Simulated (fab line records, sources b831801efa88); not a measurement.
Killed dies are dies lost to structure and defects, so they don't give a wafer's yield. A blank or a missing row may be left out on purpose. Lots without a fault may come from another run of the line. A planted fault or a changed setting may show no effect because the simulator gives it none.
One fault seen from 2 desks | flow gf180mcu | each desk has only its own numbers; what lay behind them comes last

THE METROLOGY DESK
What the gauges read, lot by lot, whatever tool the lot ran on: means of the sampled wafers that have a number. A lot is out of limits, marked OUT, if its mean lies more than 4 standard deviations from the usual mean; the brackets give that distance.
Columns: A = SAB_OVL at GF_SAB_OVL_MEAS_10, usual -0.8 nm; B = SALICIDE_TIN_RS at GF_SALICIDE_RS_MEAS_04, usual 16.44 ohm/sq; C = SALICIDE_TIN_THK at GF_SALICIDE_THK_MEAS_05, usual 20.11 nm
lot  | first seen here | A    | B     | C
L266 | day 16 05:53    | -1.9 | 16.26 | 20.16
L274 | day 19 01:21    | -0.6 | 16.76 | 20.09
L280 | day 21 09:28    | -1.1 | 16.16 | 20.09
L281 | day 21 15:37    | -2.7 | 16.47 | 20.12
L284 | day 22 13:33    | 0.8  | 16.06 | 19.67
L285 | day 23 09:35    | -0.6 | 16.37 | 20.17
This desk's finding: nothing out of limits on any of the 6 lots.

THE TOOL OWNER'S DESK: rtp_anneal-01
The tool's own readings at GF_SALICIDE_RTA_08 (time 30 s): means of the sampled wafers that have a number, for each lot that ran on this tool. A lot is out of limits, marked OUT, if its mean lies more than 4 standard deviations from the usual mean; the brackets give that distance.
Columns: A = lamp_power_pct at GF_SALICIDE_RTA_08, usual 16.6 %; B = wafer_temp_C_max at GF_SALICIDE_RTA_08, usual 803.3
lot  | first seen here | A               | B
L266 | day 16 06:44    | 15.3            | 804.3
L280 | day 21 10:16    | 24.6 (+6.2) OUT | 962.2 (+99 or more) OUT
L281 | day 21 16:25    | 24.6 (+6.2) OUT | 962.3 (+99 or more) OUT
This desk's finding: out of limits on L280, L281; first on L280, day 21 10:16 (lamp_power_pct at GF_SALICIDE_RTA_08). In limits: L266.

PUT TOGETHER
The tool owner's desk could have raised an alarm at day 21 10:16, on L280, L281.
The metrology desk saw nothing out of limits.
The metrology desk has L280, L281 on record, within its limits.
Of the lots named, all ran GF_SALICIDE_RTA_08 on rtp_anneal-01.

WHAT THE SIMULATOR HAD PUT IN
Process parameter drift: rtp_anneal-01, from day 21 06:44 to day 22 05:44, at GF_SALICIDE_RTA_08. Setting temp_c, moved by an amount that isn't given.
Lots struck among those shown: L280, L281.
Hours from the fault's start to each desk's first reading out of limits: the tool owner's desk, 4.
